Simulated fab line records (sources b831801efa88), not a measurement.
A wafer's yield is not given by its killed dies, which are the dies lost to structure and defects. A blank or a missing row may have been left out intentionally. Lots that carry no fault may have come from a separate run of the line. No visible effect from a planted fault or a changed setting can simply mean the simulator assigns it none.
2 desks, one fault -- flow sky130 -- only its own numbers are on each desk; what lay behind them is given at the end

== METROLOGY DESK ==
Lot by lot, what the gauges showed, no matter which tool ran the lot: averages of those sampled wafers that carry a number. The brackets show how far a lot's mean lies from the usual mean; more than 4 standard deviations puts the lot out of limits, marked OUT.
Columns: A = POLY_GATE_OXIDATION_THK at SKY_POLY_GATE_THK_MEAS_21, usual 3.97 nm; B = cd nm at SKY_POLY_GATE_CD_MEAS_22, usual 150.7 nm; C = LDD_N_OVL at SKY_LDD_N_OVL_MEAS_07, usual -0.1 nm
lot,first seen here,A,B,C
L151,day 16 17:52,3.96,146.5,0.4
L153,day 18 03:20,4.02,151.8,0.5
L162,day 21 01:40,3.90,150.8,-1.1
L163,day 21 11:47,4.01,149.3,-1.2
L171,day 23 22:05,4.01,152.6,-0.6
L172,day 24 10:28,4.00,152.4,0.7
This desk's finding: nothing out of limits on any of the 6 lots.

== DESK OF THE TOOL OWNER: implanter-03 ==
For each lot that ran on this tool, the mean over its sampled wafers that have a number, from the tool's own readings at SKY_LDD_N_IMPLANT_08. The brackets show how far a lot's mean lies from the usual mean; more than 4 standard deviations puts the lot out of limits, marked OUT.
Columns: A = beam on s at SKY_LDD_N_IMPLANT_08, usual 10.01 s; B = faraday current uA at SKY_LDD_N_IMPLANT_08, usual 422
lot,first seen here,A,B
L151,day 17 22:39,10.07,419
L162,day 22 08:51,8.83 (-5.6) OUT,480 (+6.4) OUT
L163,day 22 18:48,8.72 (-6.1) OUT,484 (+6.9) OUT
L172,day 25 16:03,9.61,438
This desk's verdict: out of limits on L162, L163, starting with L162 at day 22 08:51 (beam on s at SKY_LDD_N_IMPLANT_08). L151, L172 stayed within limits.

== TAKEN TOGETHER ==
An alarm could have come from the tool owner's desk at day 22 08:51, on L162, L163.
From the metrology desk's view, nothing was out of limits.
The metrology desk holds a record of L162, L163, inside its limits.
On implanter-03, each named lot ran SKY_LDD_N_IMPLANT_08.

== WHAT THE SIMULATOR HAD PUT IN ==
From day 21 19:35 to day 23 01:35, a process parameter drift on implanter-03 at SKY_LDD_N_IMPLANT_08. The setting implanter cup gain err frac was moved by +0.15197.
Struck lots among those shown: L162, L163.
Delay in hours, fault start to first out-of-limits reading, by desk: the tool owner's desk at 13.
